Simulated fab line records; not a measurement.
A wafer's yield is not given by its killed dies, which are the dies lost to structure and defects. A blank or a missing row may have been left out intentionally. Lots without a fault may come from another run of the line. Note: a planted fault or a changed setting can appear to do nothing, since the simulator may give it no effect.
Tool commonality check ; flow gf180mcu ; 13 lots and 39 wafers in the sample

## WHAT PROMPTED THE OPENING
Flagged at GF_SAB_CD_MEAS_09: reading cd_nm, on 1 of 13 lots. Fault-free wafers read 420.1 nm, with a standard deviation of 1.9.
Rule: a lot is flagged in two cases, either no wafer of it has a number, or all its wafers with numbers fall more than 4 standard deviations from that mean. As for the other lots, they are considered sound.

lot;measured;on;cd_nm (nm), wafer by wafer;flag
L752;day 15 12:06;cd_sem-01;417.5 416.8 416.8;
L753;day 15 20:58;cd_sem-02;418.8 417.4 420.4;
L756;day 16 20:04;cd_sem-01;421.0 419.1 420.8;
L758;day 17 20:17;cd_sem-01;485.3 482.8 483.4;FLAGGED
L759;day 17 22:03;cd_sem-02;421.7 417.8 418.4;
L763;day 19 11:08;cd_sem-02;423.2 423.2 424.4;
L764;day 19 21:39;cd_sem-01;420.4 421.0 420.1;
L767;day 20 20:34;cd_sem-01;419.5 421.0 419.6;
L768;day 21 05:58;cd_sem-02;422.2 420.5 422.4;
L769;day 21 13:22;cd_sem-02;420.1 418.8 416.7;
L771;day 22 01:50;cd_sem-01;417.6 418.3 416.4;
L772;day 22 12:21;cd_sem-01;422.2 421.5 421.2;
L774;day 23 05:58;cd_sem-02;419.4 420.9 419.9;
On average the flagged lots' numbers are 483.8 nm, which is +63.7 nm against the usual, or +34 standard deviations.

## TOOL THAT RAN EACH LOT
The record keeps 1 process step preceding the reading, out of 602 steps on the route. Each cell gives the tool, then ch followed by the chambers the sampled wafers passed through, then the start.
lot;flag;GF_SAB_EXPOSE_06
L752;;iline_stepper-02 ch 0, day 15 02:14
L753;;iline_stepper-02 ch 0, day 15 10:19
L756;;iline_stepper-01 ch 0, day 16 09:07
L758;FLAGGED;iline_stepper-02 ch 0, day 17 08:47
L759;;iline_stepper-02 ch 0, day 17 10:40
L763;;iline_stepper-02 ch 0, day 18 23:42
L764;;iline_stepper-02 ch 0, day 19 09:32
L767;;iline_stepper-01 ch 0, day 20 08:24
L768;;iline_stepper-01 ch 0, day 20 18:39
L769;;iline_stepper-01 ch 0, day 21 01:53
L771;;iline_stepper-02 ch 0, day 21 13:52
L772;;iline_stepper-02 ch 0, day 22 00:47
L774;;iline_stepper-02 ch 0, day 22 18:41
These steps, and what they do:
- GF_SAB_EXPOSE_06: exposes mask SAB, target cd 420 nm.
- GF_SAB_CD_MEAS_09: target cd 420 nm.

## FLAGGED AGAINST TOTAL, ONE TOOL AT A TIME (gauges that did the reading follow at the end)
step;tool;lots run;flagged;share of the flagged lots;sound lots run after its first flagged lot
GF_SAB_EXPOSE_06;iline_stepper-01;4;0;none;-
GF_SAB_EXPOSE_06;iline_stepper-02;9;1;all;6 (L759,L763,L764,L771,L772,L774)
GF_SAB_CD_MEAS_09;cd_sem-01;7;1;all;4 (L764,L767,L771,L772)
GF_SAB_CD_MEAS_09;cd_sem-02;6;0;none;-

## WHAT THE TABLE PERMITS
Rows of the table that ran all the flagged lots, 2 in number: iline_stepper-02 at GF_SAB_EXPOSE_06; cd_sem-01 at GF_SAB_CD_MEAS_09.
- iline_stepper-02 at GF_SAB_EXPOSE_06: 1 of its 9 lots flagged. After the first flagged lot (L759, L763, L764, L771, L772, L774), sound lots still ran on it; a lasting fault on the whole tool would not permit that.
- cd_sem-01 at GF_SAB_CD_MEAS_09: 1 of its 7 lots flagged. After the first flagged lot (L764, L767, L771, L772), sound lots still ran on it; a lasting fault on the whole tool would not permit that.
None of the table's rows ran every flagged lot and, after the first, no sound lot.

## WHAT HAD BEEN PUT IN BY THE SIMULATOR
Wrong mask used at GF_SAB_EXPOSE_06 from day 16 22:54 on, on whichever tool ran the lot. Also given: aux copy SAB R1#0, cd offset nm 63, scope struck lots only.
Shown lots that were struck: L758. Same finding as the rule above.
